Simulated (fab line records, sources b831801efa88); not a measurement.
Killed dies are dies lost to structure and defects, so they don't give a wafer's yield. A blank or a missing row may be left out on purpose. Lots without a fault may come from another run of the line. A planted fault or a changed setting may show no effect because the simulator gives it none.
Which tool did it? | flow gf180mcu | 13 lots, 39 wafers sampled, at 3 steps of a route of 602

WHAT THE GAUGES READ, wafer by wafer
GF_V5_CD_MEAS_14: target cd 260 nm. Usual: cd_nm 260.4 nm, standard deviation 1.5.
lot  | measured     | on        | cd_nm (nm)        | flag
L373 | day 26 20:43 | cd_sem-02 | 262.6 261.5 260.9 |
L374 | day 28 01:04 | cd_sem-02 | 262.1 262.9 262.9 |
L375 | day 28 06:52 | cd_sem-01 | 257.6 258.6 258.8 |
L377 | day 28 16:35 | cd_sem-01 | 262.4 261.0 262.2 |
L378 | day 28 20:25 | cd_sem-01 | 260.8 262.0 260.9 |
L379 | day 29 02:31 | cd_sem-01 | 260.8 259.3 260.4 |
L380 | day 29 14:16 | cd_sem-02 | 260.8 259.6 258.7 |
L381 | day 30 06:20 | cd_sem-02 | 260.2 258.6 259.5 |
L384 | day 30 16:28 | cd_sem-01 | 257.9 257.7 258.6 |
L387 | day 31 11:40 | cd_sem-02 | 260.6 261.5 261.8 |
L388 | day 31 19:39 | cd_sem-01 | 261.1 262.0 262.3 |
L390 | day 32 07:58 | cd_sem-02 | 259.4 260.3 259.9 |
L392 | day 32 21:02 | cd_sem-01 | 262.2 261.9 262.4 |

GF_V5_OVL_MEAS_15. Usual: V5_OVL 0 nm, standard deviation 6.5.
lot  | measured     | on         | V5_OVL (nm) | flag
L373 | day 26 20:48 | overlay-02 | 5 -8 4      |
L374 | day 28 01:11 | overlay-02 | -8 -8 -10   |
L375 | day 28 06:59 | overlay-01 | 2 -2 7      |
L377 | day 28 16:43 | overlay-02 | 0 0 3       |
L378 | day 28 20:32 | overlay-02 | -3 4 2      |
L379 | day 29 02:38 | overlay-01 | 6 8 -7      |
L380 | day 29 14:21 | overlay-01 | -8 -1 -11   |
L381 | day 30 06:26 | overlay-02 | -1 -1 -3    |
L384 | day 30 16:35 | overlay-02 | 2 3 9       |
L387 | day 31 11:47 | overlay-01 | 10 10 7     |
L388 | day 31 19:44 | overlay-02 | 2 -4 -6     |
L390 | day 32 08:05 | overlay-02 | 6 10 13     |
L392 | day 32 21:07 | overlay-02 | -12 -7 -7   |

WHICH TOOL RAN EACH LOT (tool, then ch and the chambers of the sampled wafers, then the start)
lot  | GF_M4_SPUTTER_00
L373 | pvd_sputter-02, day 22 01:34
L374 | pvd_sputter-03, day 23 09:37
L375 | pvd_sputter-03, day 23 16:55
L377 | pvd_sputter-02, day 24 02:49
L378 | pvd_sputter-03, day 24 08:22
L379 | pvd_sputter-03, day 24 15:40
L380 | pvd_sputter-03, day 25 03:35
L381 | pvd_sputter-02, day 25 22:29
L384 | pvd_sputter-02, day 26 09:34
L387 | pvd_sputter-03, day 27 08:50
L388 | pvd_sputter-01, day 27 17:31
L390 | pvd_sputter-01, day 28 07:11
L392 | pvd_sputter-01, day 29 00:09
- GF_M4_SPUTTER_00: material Ti, target thk 37.5 nm, time 150 s.

WHAT THE TOOLS THEMSELVES READ (means of the sampled wafers that have a number; where no wafer has one, the mark that the record gives instead)
GF_M4_SPUTTER_00. Usual: cathode_dc_power_W 4000.0 W, standard deviation 0.72; throttle_valve_pct 30.0 %, standard deviation 0.93.
lot  | tool           | cathode_dc_power_W (W) | throttle_valve_pct (%) | flag
L373 | pvd_sputter-02 | 3999.8                 | 30.6                   |
L374 | pvd_sputter-03 | 4000.0                 | 30.1                   |
L375 | pvd_sputter-03 | 4000.1                 | 29.7                   |
L377 | pvd_sputter-02 | 4000.3                 | 29.7                   |
L378 | pvd_sputter-03 | 4000.4                 | 30.3                   |
L379 | pvd_sputter-03 | 3999.8                 | 30.2                   |
L380 | pvd_sputter-03 | 3999.4                 | 29.5                   |
L381 | pvd_sputter-02 | 4000.0                 | 30.0                   |
L384 | pvd_sputter-02 | 3999.3                 | 29.2                   |
L387 | pvd_sputter-03 | 3999.6                 | 29.9                   |
L388 | pvd_sputter-01 | 3999.6                 | 30.2                   |
L390 | pvd_sputter-01 | 3999.1                 | 30.3                   |
L392 | pvd_sputter-01 | 3999.9                 | 30.3                   |

THE ANSWER, worked out from the rows above alone
Rule: a lot is off if the mean of its wafers that have a number lies more than 3 standard deviations from the usual mean. A lot without any number at a reading at which 4 lots or more have one is off too. The other lots that the step has rows for count as sound. The gauges are gone through in route order, then the tools' own readings, and for those a lot's mean is taken as printed above. The first step at which some lot is off is used, and at that step the reading that is off furthest; a lot without a number counts as furthest.
No lot is off at any reading shown: from this, nothing can be told.

WHAT THE SIMULATOR HAD PUT IN
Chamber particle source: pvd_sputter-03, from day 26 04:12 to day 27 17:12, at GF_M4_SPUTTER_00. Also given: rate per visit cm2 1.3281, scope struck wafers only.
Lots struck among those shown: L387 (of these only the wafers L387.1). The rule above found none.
